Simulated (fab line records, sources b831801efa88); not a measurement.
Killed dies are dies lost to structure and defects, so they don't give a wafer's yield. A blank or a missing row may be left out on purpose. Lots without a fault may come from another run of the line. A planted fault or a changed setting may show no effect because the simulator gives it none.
Which tool did it? | flow gf180mcu | 6 lots, 18 wafers sampled, at 4 steps of a route of 602

WHAT THE GAUGES READ, wafer by wafer
GF_V5_THK_MEAS_03.
lot  | measured     | on            | V5_CVD_02_THK (nm)
L622 | day 26 21:56 | film_metro-01 | 1415 1436 1457
L632 | day 29 21:01 | film_metro-01 | 1449 1447 1436
L634 | day 30 08:45 | film_metro-03 | 1438 1426 1447
L638 | day 31 17:46 | film_metro-02 | 1448 1467 1475
L640 | day 31 22:07 | film_metro-03 | 1435 1464 1439
L644 | day 32 22:36 | film_metro-02 | 1458 1458 1430

WHICH TOOL RAN EACH LOT (tool, then ch and the chambers of the sampled wafers, then the start)
lot  | GF_MIM_SPUTTER_07            | GF_MIM_STRIP_20                      | GF_M5_STRIP_12
L622 | pvd_sputter-03, day 25 02:23 | plasma_asher-01 ch 0,1, day 25 23:44 | wet_bench-03 ch 2, day 26 21:16
L632 | pvd_sputter-01, day 28 04:54 | plasma_asher-02 ch 0,1, day 29 00:59 | wet_bench-03 ch 1, day 29 20:22
L634 | pvd_sputter-03, day 28 17:41 | plasma_asher-02 ch 0,1, day 29 12:58 | wet_bench-04 ch 1, day 30 08:02
L638 | pvd_sputter-01, day 30 03:58 | plasma_asher-01 ch 0,1, day 30 22:47 | wet_bench-04 ch 3, day 31 17:07
L640 | pvd_sputter-03, day 30 10:39 | plasma_asher-02 ch 0,1, day 31 04:02 | wet_bench-04 ch 3, day 31 21:25
L644 | pvd_sputter-02, day 31 11:26 | plasma_asher-01 ch 0,1, day 32 04:58 | wet_bench-02 ch 1, day 32 21:56
- GF_MIM_SPUTTER_07: material TiN, target thk 60 nm, time 50 s.
- GF_MIM_STRIP_20: strips in O2/N2.
- GF_M5_STRIP_12: strips in post etch residue remover, time 1200 s.

THE ANSWER, worked out from the rows above alone
Rule: what is usual is taken from the lots themselves. Put in order of their means at a reading, lots are off if they are a third of the lots or fewer, leave a main group of 4 or more, and stand apart from it by a gap of 3 or more times the standard deviation of the main group's means; of several such gaps the widest counts. A main group whose means are all the same, to the digits that the tables above print for the reading, isn't used. A lot without any number at a reading at which 4 lots or more have one is off too. The other lots that the step has rows for count as sound.
No lot is off at any reading shown: from this, nothing can be told.

WHAT THE SIMULATOR HAD PUT IN
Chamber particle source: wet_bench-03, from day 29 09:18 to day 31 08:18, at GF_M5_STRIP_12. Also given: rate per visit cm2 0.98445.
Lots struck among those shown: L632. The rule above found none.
